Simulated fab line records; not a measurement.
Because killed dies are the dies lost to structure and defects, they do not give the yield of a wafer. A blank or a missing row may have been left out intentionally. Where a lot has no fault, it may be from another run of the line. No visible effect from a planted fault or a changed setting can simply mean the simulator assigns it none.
Struck lot and sound lot, side by side -- flow sky130 -- 43 out of 708 route steps
Sound: the wafers L980.2, L980.4, L980.5. Struck: wafer L987.4. (L987.1, L987.3 of the same lot were not struck and are left out.) The cause comes at the end.
For every step that has rows: the tool of each side, followed by ch and its chambers, followed by its first start. Under that, the readings that differ: sound wafers -- struck wafers -- difference of the means -- sigmas: that difference in standard deviations of wafers without a fault.
alike: a reading whose means differ by less than 2 such deviations, as well as words and numbers matching on both sides. not compared: withheld readings; readings where some wafer has no value; bounds like >300 that might hide an equal value; numbers whose values overlap and for which the record gives no deviation.
The two part at a step that has a row with sigmas, a row that says differs or no value, or rows on one side only. Non-overlapping numbers with no deviation appear without sigmas and do not part them. A reading missing from all wafers of one side parts the sides only when that side holds two or more wafers.

first, 1 step without rows for these wafers: SKY_GATE_OXIDE_OXIDATION_01 (stabilise 600 s, purge 300 s, target thk 10.268 nm).
SKY_GATE_OXIDE_THK_MEAS_02:
  sound on filmMetro-02 at day 14 05:14; struck on filmMetro-04 at day 17 09:54
  alike: GATE_OXIDE_OXIDATION_00_THK
then, 7 steps without rows for these wafers: SKY_GATE_OXIDE_DEHYDRATE_03 (time 60 s); SKY_GATE_OXIDE_HMDS_04 (prime time 60 s); SKY_GATE_OXIDE_COAT_05 (resist thk 1140 nm); SKY_GATE_OXIDE_SOFTBAKE_06 (time 60 s); SKY_GATE_OXIDE_EXPOSE_07 (exposes mask LVOM, target cd 600 nm); SKY_GATE_OXIDE_PEB_08; SKY_GATE_OXIDE_DEVELOP_09 (develop time 60 s).
SKY_GATE_OXIDE_OVL_MEAS_10:
  sound on overlay-02 at day 15 07:11; struck on overlay-01 at day 18 13:59
  alike: GATE_OXIDE_OVL
then, 2 steps without rows for these wafers: SKY_GATE_OXIDE_IMPLANT_11; SKY_GATE_OXIDE_WET_ETCH_12 (etches SiO2 in dHF, target depth 16.8 nm, time 336 s).
SKY_GATE_OXIDE_STRIP_13: strips in O2/N2.
  sound on plasmaAsher-04 ch 1, day 15 07:28; struck on plasmaAsher-03 ch 0, day 18 14:16
reading,sound,struck,difference,sigmas
drypumpMotorCurrentA (A),5.0 4.9 5.0,5.9,+0.9,+2
  alike: oesProductAu, stripTimeToEndpointS
  not compared: rfHoursCounterH
SKY_GATE_OXIDE_TW_MEAS_14:
  sound on filmMetro-04 at day 15 07:35; struck on filmMetro-02 at day 18 14:22
reading,sound,struck,difference,sigmas
GATE_OXIDE_TW,223.3 223.5 223.9,226.9,+3.3,+3
then, 3 steps without rows for these wafers: SKY_GATE_OXIDE_CLEAN_15 (cleans in SC1/SC2, time 150 s); SKY_GATE_OXIDE_OXIDATION_16 (stabilise 600 s, purge 300 s, target thk 3.57 nm); SKY_POLY_GATE_CVD_00 (deposits poly-Si, target thk 180 nm, time 720 s).
SKY_POLY_GATE_THK_MEAS_01:
  sound on filmMetro-04 at day 15 11:37; struck on filmMetro-01 at day 19 00:55
  alike: POLY_GATE_CVD_00_THK
then, 8 steps without rows for these wafers: SKY_RES_PROTECT_DEHYDRATE_00 (time 60 s); SKY_RES_PROTECT_HMDS_01 (prime time 60 s); SKY_RES_PROTECT_COAT_02 (resist thk 1140 nm); SKY_RES_PROTECT_SOFTBAKE_03 (time 60 s); SKY_RES_PROTECT_EXPOSE_04 (exposes mask RPM, target cd 1270 nm); SKY_RES_PROTECT_PEB_05; SKY_RES_PROTECT_DEVELOP_06 (develop time 60 s); SKY_POLY_GATE_IMPLANT_02.
SKY_RES_PROTECT_STRIP_07: strips in O2/N2.
  sound on plasmaAsher-03 ch 0,1, day 16 15:23; struck on plasmaAsher-02 ch 1, day 20 06:31
  alike: drypumpMotorCurrentA, oesProductAu, stripTimeToEndpointS
  not compared: rfHoursCounterH
SKY_RES_PROTECT_TW_MEAS_08:
  sound on filmMetro-03 at day 16 15:30; struck on filmMetro-03 at day 20 06:37
  alike: POLY_GATE_TW
then, 2 steps without rows for these wafers: SKY_RES_PROTECT_CLEAN_09 (cleans in SC1/SC2, time 150 s); SKY_POLY_GATE_CVD_03 (deposits Si3N4 from DCS/NH3, target thk 75 nm, time 1290 s).
SKY_POLY_GATE_THK_MEAS_04:
  sound on filmMetro-02 at day 16 16:58; struck on filmMetro-01 at day 20 08:21
  alike: POLY_GATE_CVD_03_THK
then, 8 steps without rows for these wafers: SKY_POLY_GATE_DEHYDRATE_05 (time 60 s); SKY_POLY_GATE_HMDS_06 (prime time 60 s); SKY_POLY_GATE_COAT_07 (resist thk 110 nm); SKY_POLY_GATE_COAT_08 (resist thk 450 nm); SKY_POLY_GATE_SOFTBAKE_09 (time 90 s); SKY_POLY_GATE_EXPOSE_10 (exposes mask P1M, target cd 150 nm); SKY_POLY_GATE_PEB_11; SKY_POLY_GATE_DEVELOP_12 (develop time 60 s).
SKY_POLY_GATE_CD_MEAS_13: target cd 150 nm.
  sound on cdSem-02 at day 17 20:39; struck on cdSem-02 at day 21 14:26
  alike: cdNm
SKY_POLY_GATE_OVL_MEAS_14:
  sound on overlay-01 at day 17 20:45; struck on overlay-01 at day 21 14:33
  alike: POLY_GATE_OVL
SKY_POLY_GATE_ETCH_15: etches BARC in N2/H2, stops on SiO2, time 118.5 s, target depth 110 nm.
  sound on rieDiel-02 ch 0,2, day 17 20:47; struck on rieDiel-04 ch 2, day 21 14:35
reading,sound,struck,difference,sigmas
drypumpMotorCurrentA (A),5.9 6.4 6.4,4.9,-1.3,-3
h2FlowSccm (sccm),200.3 199.9 200.7,199.0,-1.3,-2
  alike: oesProductAu, throttleValvePct
  not compared: rfHoursCounterH
-- here the record skips 27 days between the struck wafers' starts before and after, leaving off in module POLY_GATE and picking up in module PAD_OPEN (first step shown: number 708 of the route) --
SKY_PAD_OPEN_PROBE_99:
  sound on prober-02 at day 46 21:44; struck on prober-02 at day 49 02:32
reading,sound,struck,difference,sigmas
killedAtFrontEnd,16 18 14,70,+54,+12
killedDies,72 79 87,130,+51,+6
killedOpen,36 45 44,28,-14,-2
  alike: killed_at_M0_to_M3, killed_at_M4_up, killedAtContacts, killedAtOther, killedShort

## WHERE THEY PART
Last at SKY_PAD_OPEN_PROBE_99 as far as this record goes, first at SKY_GATE_OXIDE_STRIP_13.

WHY: whatever the simulator had introduced
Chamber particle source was plasmaAsher-03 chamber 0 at SKY_GATE_OXIDE_STRIP_13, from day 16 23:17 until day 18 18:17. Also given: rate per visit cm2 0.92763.
